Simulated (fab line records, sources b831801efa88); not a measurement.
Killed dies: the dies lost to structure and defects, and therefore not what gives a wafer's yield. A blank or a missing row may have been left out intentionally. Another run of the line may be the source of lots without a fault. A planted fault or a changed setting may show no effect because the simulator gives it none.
Which of the tools did it?	flow gf180mcu	Sampling: 6 lots, 18 wafers, 2 of 602 route steps

## WHAT THE GAUGES READ, wafer by wafer
GF_NWELL_OVL_MEAS_07.
lot	measured	on	NWELL_OVL (nm)
L551	day 3 17:59	overlay-02	-0.2 -0.9 -1.1
L553	day 4 04:02	overlay-01	0.4 1.0 2.8
L558	day 5 09:46	overlay-01	2.9 0.3 -0.3
L561	day 6 01:08	overlay-02	-0.1 -0.6 0.0
L563	day 6 12:23	overlay-02	-0.9 -1.8 -3.2
L571	day 8 07:35	overlay-02	1.0 -0.8 0.1

## WHAT TOOL EACH LOT RAN ON (gives the tool, then ch and the chambers of the sampled wafers, and finally the start)
lot	GF_STI_STRIP_15
L551	plasma_asher-03 ch 0,1, day 2 12:29
L553	plasma_asher-03 ch 0,1, day 2 22:12
L558	plasma_asher-04 ch 0,1, day 3 23:18
L561	plasma_asher-02 ch 0,1, day 4 15:54
L563	plasma_asher-04 ch 0,1, day 5 01:24
L571	plasma_asher-03 ch 0,1, day 6 19:29
- GF_STI_STRIP_15: strips in O2/N2.

## THE ANSWER, worked out from the rows above alone
Rule: usual is defined by the lots themselves. Put in order of their means at a reading, lots are off if they are a third of the lots or fewer, leave a main group of 4 or more, and stand apart from it by a gap of 3 or more times the standard deviation of the main group's means; of several such gaps the widest counts. The tables above print the reading to a certain number of digits; a main group whose means all agree to those digits is not used. A lot without any number at a reading at which 4 lots or more have one is off too. Any other lot the step has rows for is counted as sound.
No lot is off on any of the readings shown, so nothing can be concluded from this.

## WHAT WAS PUT IN BY THE SIMULATOR
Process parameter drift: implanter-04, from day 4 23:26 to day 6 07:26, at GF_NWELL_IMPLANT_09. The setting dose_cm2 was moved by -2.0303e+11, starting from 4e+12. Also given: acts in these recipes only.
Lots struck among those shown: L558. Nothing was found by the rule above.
